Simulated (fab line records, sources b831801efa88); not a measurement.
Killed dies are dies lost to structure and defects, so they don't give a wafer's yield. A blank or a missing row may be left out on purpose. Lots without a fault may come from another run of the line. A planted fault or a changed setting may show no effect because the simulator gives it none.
A struck lot beside a sound one | flow gf180mcu | 17 steps out of a route of 602
Sound: wafers L796.1, L796.2, L796.3. Struck: wafers L792.1, L792.2, L792.3. The cause comes at the end.
At each step with rows: each side's tool, then ch and its chambers, then its first start. Under that, the readings that differ: sound wafers | struck wafers | difference of the means | sigmas: that difference in standard deviations of wafers without a fault.
alike: readings whose means differ by less than 2 such deviations, and words and numbers that are the same on both sides. not compared: withheld readings, readings that some wafer has no value for, bounds like >300 that may hide the same value, and numbers for which the record gives no deviation and whose values overlap.
The two part at a step that has a row with sigmas, a row that says differs or no value, or rows on one side only. Numbers that don't overlap but have no deviation are shown without sigmas and don't part them. A reading that every wafer of one side lacks parts them only if that side has two wafers or more.

GF_MIM_SPUTTER_04: material TiN, target thk 50 nm, time 41.7 s.
  sound on pvd_sputter-01, day 28 23:58; struck on pvd_sputter-02, day 27 05:38
  alike: throttle_valve_pct
then, 1 step without rows for these wafers: GF_MIM_CVD_05 (deposits Si3N4, target thk 42 nm, time 29.086 s).
GF_MIM_THK_MEAS_06:
  sound on film_metro-02, day 29 00:02; struck on film_metro-04, day 27 05:43
  alike: MIM_CVD_05_THK
GF_MIM_SPUTTER_07: material TiN, target thk 60 nm, time 50 s.
  sound on pvd_sputter-04, day 29 00:05; struck on pvd_sputter-01, day 27 05:47
  alike: throttle_valve_pct
GF_MIM_SPUTTER_08: material AlCu, target thk 200 nm, time 10.6 s.
  sound on pvd_sputter-04, day 29 00:08; struck on pvd_sputter-01, day 27 05:49
  alike: throttle_valve_pct
GF_MIM_SPUTTER_09: material TiN, target thk 35 nm, time 29.2 s.
  sound on pvd_sputter-04, day 29 00:10; struck on pvd_sputter-01, day 27 05:50
  alike: throttle_valve_pct
GF_MIM_RS_MEAS_10: measures by four-point-probe.
  sound on film_metro-01, day 29 00:11; struck on film_metro-04, day 27 05:53
  alike: MIM_ALCU_RS
GF_MIM_THK_MEAS_11: measures by xrf.
  sound on film_metro-01, day 29 00:19; struck on film_metro-04, day 27 06:00
  alike: MIM_ALCU_THK
then, 4 steps without rows for these wafers: GF_MIM_DEHYDRATE_12 (time 60 s); GF_MIM_HMDS_13 (prime time 60 s); GF_MIM_COAT_14 (resist thk 1000 nm); GF_MIM_SOFTBAKE_15 (time 60 s).
GF_MIM_EXPOSE_16: exposes mask FuseTop, target cd 2000 nm.
  sound on iline_stepper-02 ch 0, day 29 09:30; struck on iline_stepper-02, day 27 16:22
  no value came back on the struck wafers for exposure_dose_mJ_cm2, focus_offset_nm (nm), sigma_outer; on the sound wafers exposure_dose_mJ_cm2 reads 139.95 139.98 139.99
  alike: mask
then, 2 steps without rows for these wafers: GF_MIM_PEB_17; GF_MIM_DEVELOP_18 (develop time 60 s).
GF_MIM_METAL_ETCH_19: etches the open film in Cl2/BCl3, stops on Si3N4, target depth 324.5 nm, time 54.1 s.
  sound on rie_metal-04 ch 0,1, day 29 19:12; struck on rie_metal-03 ch 0,1, day 28 01:30
  reading              | sound          | struck            | difference | sigmas
  model.MIM.cd_nm (nm) | 2002 1998 1998 | 3.648 2.072 3.804 | -1996.159  |
  alike: drypump_motor_current_A, he_backside_leak_sccm, oes_product_au, throttle_valve_pct
  not compared: rf_hours_counter_h
GF_MIM_STRIP_20: strips in O2/N2.
  sound on plasma_asher-04 ch 0,1, day 29 19:16; struck on plasma_asher-02 ch 0,1, day 28 01:34
  reading                      | sound             | struck            | difference | sigmas
  heater_power_w (W)           | 313 327 308       | 421 390 410       | +91        | +2
  strip_time_to_endpoint_s (s) | 11.16 11.12 11.15 | 11.33 11.25 11.32 | +0.16      | +3
  alike: drypump_motor_current_A, oes_product_au
  not compared: rf_hours_counter_h

WHERE THEY PART
First at GF_MIM_EXPOSE_16; last, within this record, at GF_MIM_STRIP_20.

WHY: what the simulator had put in
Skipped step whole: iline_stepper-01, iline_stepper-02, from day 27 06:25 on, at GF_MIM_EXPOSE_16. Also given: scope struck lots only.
